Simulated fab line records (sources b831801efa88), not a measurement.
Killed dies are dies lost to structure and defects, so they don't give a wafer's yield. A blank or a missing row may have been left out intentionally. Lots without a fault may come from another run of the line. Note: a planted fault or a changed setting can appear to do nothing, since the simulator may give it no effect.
fab line records + flow sky130
[record]
- lots = 12
- wafers = 36
- last-day = 49
route steps=708 shown VT_ADJUST_PCH@152 SONOS_ONO@169
lots untouched by any fault: they come from a run of this same line in which no faults occurred
start-h: hours from the record's opening day to when the first of the lot's shown wafers began + wait-h: hours since the lot's step before + " repeats the value in the row above + L1.1+2: a row that stands for several wafers + - no value, or no start was given + * or withheld: withheld + < > ~ a bound
route shown NAME@n: a module of which the file shows steps, and the number in the route of the first + usual: the fault-free wafers' mean and standard deviation + same: alike in all rows + chamber/n: place in a boat + sites: each site's reading + _std_site: standard deviation across them + _edge_site: inner sites' mean taken away from outer sites' mean + radius-mm: for every site, how far away it sits from the centre of the wafer + mask NAME#n: copy n + behind: tool/chamber where the wafer was last shaped + hold: cause of the lot's hold/its duration in hours/its outcome + device: transistor that didn't switch, given as n, p or np + end of line: the route-end tests of the same wafers + a step without rows: its recipe alone + killed: count of dies lost to structure and defects at first sort (not the wafer's yield) + map: the dies of a wafer, with x for killed, . for not killed, _ for no die there
set.NAME: the setting that was run; set.NAME@STEP: the one run at that earlier step + model.NAME: the simulator's own value behind a step, which no gauge read
a sample of lots followed through the steps of the route, with each step as a table and each wafer as a row
services: a tool's chamber out of use, with start hour (start-h, from the record's first day; less than 0 if before it), hours out, and reason
[[steps]]
[step SKY_VT_ADJUST_PCH_STRIP_09]
[recipe]
- chemistry = O2/N2
- power-w = 1400
- pressure-mtorr = 1500
- platen-temp-c = withheld
- o2-flow-sccm = 3000
- n2-flow-sccm = 300
- overash-fraction = 0.5
[usual]
- chamber-pressure-mTorr = 1500.0/1.4
- drypump-motor-current-A = 5.7/0.53
- oes-product-au = 0.723/0.0044
- strip-time-to-endpoint-s = 36.94/0.12
| lot.wafer | tool            | chamber | start-h | wait-h | chamber-pressure-mTorr | drypump-motor-current-A | oes-product-au | rf-hours-counter-h | strip-time-to-endpoint-s |
|-----------|-----------------|---------|---------|--------|------------------------|-------------------------|----------------|--------------------|--------------------------|
| L495.1    | plasma-asher-02 | 0       | 244.77  | 0.1    | 1501.2                 | 5.3                     | 0.720          | 44                 | 37.22                    |
| L495.3    | "               | 0       | "       | "      | 1500.6                 | 5.3                     | 0.725          | -                  | 37.13                    |
| L495.4    | "               | 1       | "       | "      | 1500.1                 | 6.6                     | 0.720          | -                  | 37.19                    |
| L497.2    | plasma-asher-03 | 1       | 261.07  | 0.1    | 1498.3                 | 6.0                     | 0.719          | 14                 | 36.76                    |
| L497.3    | "               | 1       | "       | "      | 1501.1                 | 6.0                     | 0.731          | -                  | 36.86                    |
| L497.4    | "               | 0       | "       | "      | 1500.1                 | 5.0                     | 0.722          | -                  | 36.76                    |
| L498.4    | plasma-asher-03 | 1       | 275.64  | 0.1    | 1500.1                 | 6.0                     | 0.722          | -                  | 36.88                    |
| L498.5    | "               | 1       | "       | "      | 1498.8                 | 6.0                     | 0.721          | -                  | 36.98                    |
| L498.6    | "               | 0       | "       | "      | 1503.3                 | 4.9                     | 0.720          | -                  | 36.96                    |
| L499.3    | plasma-asher-02 | 1       | 277.24  | 0.1    | 1500.2                 | 6.6                     | 0.723          | -                  | 37.09                    |
| L499.4    | "               | 0       | "       | "      | 1498.0                 | 5.3                     | 0.720          | -                  | 37.04                    |
| L499.6    | "               | 0       | "       | "      | 1502.2                 | 5.3                     | 0.719          | -                  | 37.00                    |
| L507.1    | plasma-asher-04 | 0       | 345.80  | 0.1    | 1499.7                 | 5.4                     | 0.722          | 67                 | 36.84                    |
| L507.3    | "               | 0       | "       | "      | 1500.1                 | 5.3                     | 0.727          | -                  | 36.85                    |
| L507.6    | "               | 0       | "       | "      | 1502.1                 | 5.3                     | 0.719          | -                  | 37.03                    |
| L509.1    | plasma-asher-04 | 1       | 352.65  | 0.1    | 1499.9                 | 6.2                     | 0.723          | 68                 | 36.77                    |
| L509.4    | "               | 0       | "       | "      | 1498.6                 | 5.3                     | 0.723          | -                  | 36.84                    |
| L509.6    | "               | 1       | "       | "      | 1500.8                 | 6.2                     | 0.722          | -                  | 36.78                    |
| L510.4    | plasma-asher-04 | 1       | 358.91  | 0.1    | 1500.5                 | 6.3                     | 0.716          | -                  | 37.03                    |
| L510.5    | "               | 1       | "       | "      | 1498.5                 | 6.2                     | 0.721          | -                  | 37.02                    |
| L510.6    | "               | 0       | "       | "      | 1501.3                 | 5.3                     | 0.719          | -                  | 37.08                    |
| L511.4    | plasma-asher-02 | 0       | 362.04  | 0.1    | 1497.9                 | 5.3                     | 0.722          | -                  | 36.80                    |
| L511.5    | "               | 0       | "       | "      | 1498.5                 | 5.3                     | 0.714          | -                  | 36.74                    |
| L511.6    | "               | 1       | "       | "      | 1501.1                 | 6.6                     | 0.726          | -                  | 36.76                    |
| L512.3    | plasma-asher-03 | 1       | 375.79  | 0.1    | 1497.3                 | 6.0                     | 0.723          | -                  | 37.01                    |
| L512.5    | "               | 0       | "       | "      | 1500.1                 | 5.0                     | 0.724          | -                  | 37.01                    |
| L512.6    | "               | 1       | "       | "      | 1499.3                 | 6.0                     | 0.728          | -                  | 37.03                    |
| L513.2    | plasma-asher-03 | 1       | 385.27  | 0.1    | 1497.9                 | 6.0                     | 0.723          | 25                 | 36.81                    |
| L513.3    | "               | 0       | "       | "      | 1498.2                 | 5.0                     | 0.728          | -                  | 36.83                    |
| L513.4    | "               | 1       | "       | "      | 1501.4                 | 6.0                     | 0.727          | -                  | 36.86                    |
| L514.1    | plasma-asher-04 | 0       | 385.97  | 0.1    | 1498.6                 | 5.4                     | 0.725          | 71                 | 37.17                    |
| L514.2    | "               | 1       | "       | "      | 1499.9                 | 6.2                     | 0.721          | 71                 | 37.19                    |
| L514.5    | "               | 1       | "       | "      | 1500.4                 | 6.3                     | 0.728          | -                  | 37.12                    |
| L515.1    | plasma-asher-04 | 0       | 392.08  | 0.1    | 1497.0                 | 5.3                     | 0.730          | 72                 | 36.92                    |
| L515.2    | "               | 1       | "       | "      | 1500.8                 | 6.2                     | 0.724          | 72                 | 36.99                    |
| L515.4    | "               | 0       | "       | "      | 1501.8                 | 5.3                     | 0.719          | -                  | 36.88                    |
[step SKY_SONOS_ONO_THK_MEAS_01]
[recipe]
- reads = SiO2_of_SONOS_ONO_OXIDATION_00
[usual]
- SONOS_ONO_OXIDATION_THK = 2.61/0.054
| lot.wafer | tool          | chamber | start-h | wait-h | SONOS_ONO_OXIDATION_THK[nm] |
|-----------|---------------|---------|---------|--------|-----------------------------|
| L495.1    | film-metro-02 | -       | 270.60  | 0.0    | 2.56                        |
| L495.3    | "             | -       | "       | "      | 2.62                        |
| L495.4    | "             | -       | "       | "      | 2.54                        |
| L497.2    | film-metro-04 | -       | 288.97  | 0.0    | 2.59                        |
| L497.3    | "             | -       | "       | "      | 2.64                        |
| L497.4    | "             | -       | "       | "      | 2.59                        |
| L498.4    | film-metro-04 | -       | 304.00  | 0.0    | 2.58                        |
| L498.5    | "             | -       | "       | "      | 2.59                        |
| L498.6    | "             | -       | "       | "      | 2.54                        |
| L499.3    | film-metro-04 | -       | 305.10  | 0.0    | 2.59                        |
| L499.4    | "             | -       | "       | "      | 2.66                        |
| L499.6    | "             | -       | "       | "      | 2.63                        |
| L507.1    | film-metro-04 | -       | 376.70  | 0.0    | 2.62                        |
| L507.3    | "             | -       | "       | "      | 2.66                        |
| L507.6    | "             | -       | "       | "      | 2.65                        |
| L509.1    | film-metro-03 | -       | 385.66  | 0.0    | 2.55                        |
| L509.4    | "             | -       | "       | "      | 2.59                        |
| L509.6    | "             | -       | "       | "      | 2.62                        |
| L510.4    | film-metro-04 | -       | 390.93  | 0.0    | 2.59                        |
| L510.5    | "             | -       | "       | "      | 2.68                        |
| L510.6    | "             | -       | "       | "      | 2.70                        |
| L511.4    | film-metro-04 | -       | 393.78  | 0.0    | 2.64                        |
| L511.5    | "             | -       | "       | "      | 2.61                        |
| L511.6    | "             | -       | "       | "      | 2.63                        |
| L512.3    | film-metro-04 | -       | 409.51  | 0.0    | 2.70                        |
| L512.5    | "             | -       | "       | "      | 2.77                        |
| L512.6    | "             | -       | "       | "      | 2.64                        |
| L514.1    | film-metro-04 | -       | 417.99  | 0.0    | 2.60                        |
| L514.2    | "             | -       | "       | "      | 2.54                        |
| L514.5    | "             | -       | "       | "      | 2.61                        |
| L513.2    | film-metro-02 | -       | 418.00  | 0.0    | 2.62                        |
| L513.3    | "             | -       | "       | "      | 2.70                        |
| L513.4    | "             | -       | "       | "      | 2.61                        |
| L515.1    | film-metro-03 | -       | 427.06  | 0.0    | 2.56                        |
| L515.2    | "             | -       | "       | "      | 2.64                        |
| L515.4    | "             | -       | "       | "      | 2.58                        |
[step SKY_SONOS_ONO_THK_MEAS_03]
[recipe]
- reads = Si3N4_of_SONOS_ONO_CVD_02
[usual]
- SONOS_ONO_CVD_02_THK = 10.48/0.12
| lot.wafer | tool          | chamber | start-h | wait-h | SONOS_ONO_CVD_02_THK[nm] |
|-----------|---------------|---------|---------|--------|--------------------------|
| L495.1    | film-metro-02 | -       | 272.21  | 0.0    | 10.41                    |
| L495.3    | "             | -       | "       | "      | 10.39                    |
| L495.4    | "             | -       | "       | "      | 10.50                    |
| L497.2    | film-metro-02 | -       | 290.52  | 0.0    | 10.74                    |
| L497.3    | "             | -       | "       | "      | 10.40                    |
| L497.4    | "             | -       | "       | "      | 10.59                    |
| L499.3    | film-metro-03 | -       | 308.04  | 0.0    | 10.72                    |
| L499.4    | "             | -       | "       | "      | 10.62                    |
| L499.6    | "             | -       | "       | "      | 10.79                    |
| L498.4    | film-metro-02 | -       | 308.05  | 0.0    | 10.32                    |
| L498.5    | "             | -       | "       | "      | 10.49                    |
| L498.6    | "             | -       | "       | "      | 10.33                    |
| L507.1    | film-metro-02 | -       | 378.80  | 0.0    | 10.47                    |
| L507.3    | "             | -       | "       | "      | 10.45                    |
| L507.6    | "             | -       | "       | "      | 10.47                    |
| L509.1    | film-metro-02 | -       | 388.24  | 0.0    | 10.20                    |
| L509.4    | "             | -       | "       | "      | 10.24                    |
| L509.6    | "             | -       | "       | "      | 10.30                    |
| L510.4    | film-metro-02 | -       | 392.20  | 0.0    | 10.31                    |
| L510.5    | "             | -       | "       | "      | 10.38                    |
| L510.6    | "             | -       | "       | "      | 10.50                    |
| L511.4    | film-metro-04 | -       | 395.41  | 0.0    | 10.29                    |
| L511.5    | "             | -       | "       | "      | 10.36                    |
| L511.6    | "             | -       | "       | "      | 10.33                    |
| L512.3    | film-metro-02 | -       | 410.92  | 0.0    | 10.44                    |
| L512.5    | "             | -       | "       | "      | 10.57                    |
| L512.6    | "             | -       | "       | "      | 10.66                    |
| L514.1    | film-metro-02 | -       | 421.32  | 0.0    | 10.47                    |
| L514.2    | "             | -       | "       | "      | 10.52                    |
| L514.5    | "             | -       | "       | "      | 10.56                    |
| L513.2    | film-metro-03 | -       | 421.33  | 0.0    | 10.52                    |
| L513.3    | "             | -       | "       | "      | 10.39                    |
| L513.4    | "             | -       | "       | "      | 10.56                    |
| L515.1    | film-metro-02 | -       | 429.25  | 0.0    | 10.44                    |
| L515.2    | "             | -       | "       | "      | 10.32                    |
| L515.4    | "             | -       | "       | "      | 10.42                    |
[step SKY_SONOS_ONO_CVD_04]
[recipe]
- material = SiO2
- precursor = SiH4/N2O
- target-thk-nm = 5.7199
- temp-c = 900
- pressure-mtorr = 400
[usual]
- pressure-mtorr = 400.2/0.79
- spike-tc-bottom-C = 917/3.5
[same]
- time-s = 900
| lot.wafer | tool     | chamber | start-h | wait-h | pressure-mtorr | spike-tc-bottom-C |
|-----------|----------|---------|---------|--------|----------------|-------------------|
| L495.1    | lpcvd-03 | 1       | 272.27  | 0.1    | 401.2          | 914               |
| L495.3    | "        | 1       | "       | "      | 399.4          | 914               |
| L495.4    | "        | 1       | "       | "      | 399.3          | 914               |
| L497.2    | lpcvd-03 | 1       | 290.57  | 0.0    | 480.1          | 915               |
| L497.3    | "        | 1       | "       | "      | 479.8          | 913               |
| L497.4    | "        | 1       | "       | "      | 480.6          | 914               |
| L498.4    | lpcvd-03 | 0       | 308.08  | 0.0    | 479.4          | 920               |
| L498.5    | "        | 0       | "       | "      | 480.9          | 921               |
| L498.6    | "        | 0       | "       | "      | 480.0          | 921               |
| L499.3    | lpcvd-03 | 1       | 308.08  | 0.0    | 479.1          | 916               |
| L499.4    | "        | 1       | "       | "      | 479.2          | 913               |
| L499.6    | "        | 1       | "       | "      | 479.7          | 914               |
| L507.1    | lpcvd-03 | 0       | 378.86  | 0.1    | 399.8          | 921               |
| L507.3    | "        | 0       | "       | "      | 397.8          | 922               |
| L507.6    | "        | 0       | "       | "      | 400.1          | 922               |
| L509.1    | lpcvd-03 | 0       | 388.30  | 0.1    | 401.3          | 921               |
| L509.4    | "        | 0       | "       | "      | 401.3          | 921               |
| L509.6    | "        | 0       | "       | "      | 400.0          | 920               |
| L510.4    | lpcvd-03 | 0       | 392.23  | 0.0    | 400.6          | 919               |
| L510.5    | "        | 0       | "       | "      | 399.3          | 919               |
| L510.6    | "        | 0       | "       | "      | 399.7          | 922               |
| L511.4    | lpcvd-03 | 0       | 395.44  | 0.0    | 400.3          | 921               |
| L511.5    | "        | 0       | "       | "      | 399.2          | 920               |
| L511.6    | "        | 0       | "       | "      | 400.5          | 919               |
| L512.3    | lpcvd-03 | 0       | 410.96  | 0.0    | 399.8          | 920               |
| L512.5    | "        | 0       | "       | "      | 399.9          | 920               |
| L512.6    | "        | 0       | "       | "      | 399.8          | 920               |
| L513.2    | lpcvd-03 | 1       | 421.38  | 0.0    | 399.6          | 915               |
| L513.3    | "        | 1       | "       | "      | 399.8          | 913               |
| L513.4    | "        | 1       | "       | "      | 399.1          | 914               |
| L514.1    | lpcvd-03 | 0       | 421.38  | 0.1    | 400.0          | 918               |
| L514.2    | "        | 0       | "       | "      | 400.4          | 920               |
| L514.5    | "        | 0       | "       | "      | 400.4          | 921               |
| L515.1    | lpcvd-03 | 1       | 429.31  | 0.1    | 401.3          | 913               |
| L515.2    | "        | 1       | "       | "      | 401.4          | 914               |
| L515.4    | "        | 1       | "       | "      | 401.5          | 914               |
[step SKY_SONOS_ONO_THK_MEAS_05]
[recipe]
- reads = SiO2_of_SONOS_ONO_CVD_04
[usual]
- SONOS_ONO_CVD_04_THK = 5.75/0.11
| lot.wafer | tool          | chamber | start-h | wait-h | SONOS_ONO_CVD_04_THK[nm] |
|-----------|---------------|---------|---------|--------|--------------------------|
| L495.1    | film-metro-02 | -       | 273.52  | 0.0    | 5.68                     |
| L495.3    | "             | -       | "       | "      | 5.62                     |
| L495.4    | "             | -       | "       | "      | 5.60                     |
| L497.2    | film-metro-02 | -       | 291.83  | 0.0    | 6.52                     |
| L497.3    | "             | -       | "       | "      | 6.51                     |
| L497.4    | "             | -       | "       | "      | 6.42                     |
| L498.4    | film-metro-03 | -       | 309.36  | 0.0    | 6.37                     |
| L498.5    | "             | -       | "       | "      | 6.26                     |
| L498.6    | "             | -       | "       | "      | 6.37                     |
| L499.3    | film-metro-03 | -       | 309.41  | 0.1    | 6.34                     |
| L499.4    | "             | -       | "       | "      | 6.28                     |
| L499.6    | "             | -       | "       | "      | 6.34                     |
| L507.1    | film-metro-02 | -       | 380.11  | 0.0    | 5.68                     |
| L507.3    | "             | -       | "       | "      | 5.68                     |
| L507.6    | "             | -       | "       | "      | 5.67                     |
| L509.1    | film-metro-03 | -       | 389.55  | 0.0    | 5.67                     |
| L509.4    | "             | -       | "       | "      | 5.55                     |
| L509.6    | "             | -       | "       | "      | 5.62                     |
| L510.4    | film-metro-02 | -       | 393.51  | 0.0    | 5.80                     |
| L510.5    | "             | -       | "       | "      | 5.73                     |
| L510.6    | "             | -       | "       | "      | 5.74                     |
| L511.4    | film-metro-02 | -       | 396.72  | 0.0    | 5.80                     |
| L511.5    | "             | -       | "       | "      | 5.76                     |
| L511.6    | "             | -       | "       | "      | 5.88                     |
| L512.3    | film-metro-03 | -       | 412.23  | 0.0    | 5.59                     |
| L512.5    | "             | -       | "       | "      | 5.76                     |
| L512.6    | "             | -       | "       | "      | 5.60                     |
| L514.1    | film-metro-03 | -       | 422.63  | 0.0    | 5.78                     |
| L514.2    | "             | -       | "       | "      | 5.72                     |
| L514.5    | "             | -       | "       | "      | 5.80                     |
| L513.2    | film-metro-04 | -       | 422.64  | 0.0    | 5.59                     |
| L513.3    | "             | -       | "       | "      | 5.64                     |
| L513.4    | "             | -       | "       | "      | 5.67                     |
| L515.1    | film-metro-03 | -       | 430.56  | 0.0    | 5.77                     |
| L515.2    | "             | -       | "       | "      | 5.62                     |
| L515.4    | "             | -       | "       | "      | 5.66                     |
[[services]]
| tool            | chamber | start-h | hours | kind   |
|-----------------|---------|---------|-------|--------|
| plasma-asher-03 | -       | 234.28  | 2.2   | repair |
| plasma-asher-04 | -       | 280.07  | 2.8   | pm     |
| plasma-asher-04 | -       | 307.58  | 1.6   | repair |
| plasma-asher-03 | -       | 327.96  | 13.8  | repair |
| plasma-asher-04 | -       | 365.85  | 0.3   | repair |
| plasma-asher-04 | -       | 407.73  | 1.6   | repair |
[[key]]
[first-sign]
- step = SKY_SONOS_ONO_CVD_04
- reading = pressure-mtorr
- direction = up
- sigmas = 99+
- usual = 400.2
- struck = 479.9
[effect]
- step = SKY_SONOS_ONO_THK_MEAS_05
- reading = SONOS_ONO_CVD_04_THK
- direction = up
- sigmas = 5.6
- usual = 5.75
- struck = 6.38
met-at SKY_SONOS_ONO_CVD_04
struck-lots L497,L498,L499
tester-left-out L497,L498,L499
not-acting-at SKY_VT_ADJUST_PCH_STRIP_09,SKY_SONOS_ONO_THK_MEAS_01,SKY_SONOS_ONO_THK_MEAS_03
onset-between 272.27 290.57
[fault]
- kind = process-parameter-drift
- tool = lpcvd-03
- chamber = -
- onset-h = 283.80
- steps = SKY_SONOS_ONO_CVD_04
- channel = pressure-mtorr
- offset = 80
- shape = step
- end-h = 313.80
- stated = 400
// tester-left-out: of these lots the tester's yield and bins aren't shown, on N5 and GAA mostly nor the transistor test; their killed dies are dies lost to structure and defects alone, not to doping, threshold or leakage, so they don't give the yield
